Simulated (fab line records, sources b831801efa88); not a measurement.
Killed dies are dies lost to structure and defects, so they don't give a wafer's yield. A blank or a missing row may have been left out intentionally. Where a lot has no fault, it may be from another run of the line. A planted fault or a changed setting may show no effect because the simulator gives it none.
Chamber matching ; flow gf180mcu ; pecvd-01 running GF_PASSIVATION_CVD_00: 3 sister chambers
The step deposits SiO2 from TEOS, target thk 1000 nm, time 111.95 s. 33 wafers are shown with their chamber, then 12 later ones without.

WAFERS PAIRED WITH THEIR CHAMBERS
wafer;chamber;heater_power_w (W)
L074.2;1;580
L074.4;0;741
L074.6;2;654
L075.1;1;646
L075.2;0;827
L075.3;2;698
L075.4;2;731
L075.5;1;700
L075.6;0;904
L079.4;2;646
L079.5;0;836
L079.6;1;582
L081.1;2;672
L081.4;1;578
L081.6;0;904
L083.1;1;651
L083.3;2;800
L083.4;0;866
L086.4;0;839
L086.5;2;647
L086.6;1;640
L087.1;0;824
L087.2;1;651
L087.3;2;817
L087.4;2;665
L087.5;0;880
L087.6;1;682
L088.3;2;758
L088.5;2;656
L088.6;1;678
L090.1;0;753
L090.2;1;602
L090.3;2;781

SIGNATURES (averages over the wafers above)
reading;chamber 0;chamber 1;chamber 2;scatter within a chamber
heater_power_w;837.40;635.45;710.42;55.5
Rule: for each reading, subtract the chamber's mean from the wafer's reading, divide by that reading's scatter and square the result; add these up over the readings and take the root, which gives the wafer's distance from the chamber. If the next closest chamber is less than 2 further off than the closest, the wafer can't be placed; otherwise it belongs to the closest. How the scatter is found: for the shown wafers, subtract from each reading the mean of its chamber, square and add these, divide the total by (wafers less chambers), then take the root.

WAFERS WHOSE CHAMBER IS MISSING
wafer;heater_power_w (W)
L090.4;631
L090.5;841
L090.6;677
L094.1;901
L094.2;701
L094.3;756
L094.4;738
L094.5;709
L094.6;759
L097.3;732
L097.5;860
L097.6;648

WHICH CHAMBER EACH ONE RAN IN
wafer;from the rows above;in truth
L090.4;can't be placed: 1 or 2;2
L090.5;0;0
L090.6;can't be placed: 2 or 1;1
L094.1;0;0
L094.2;can't be placed: 2 or 1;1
L094.3;can't be placed: 2 or 0 or 1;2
L094.4;can't be placed: 2 or 0 or 1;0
L094.5;can't be placed: 2 or 1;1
L094.6;can't be placed: 2 or 0 or 1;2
L097.3;can't be placed: 2 or 1 or 0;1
L097.5;0;0
L097.6;can't be placed: 1 or 2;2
3 of 12 placed correctly. Not placeable from these rows: 9 (in 9, the candidates include the true chamber). Wrongly placed: 0.
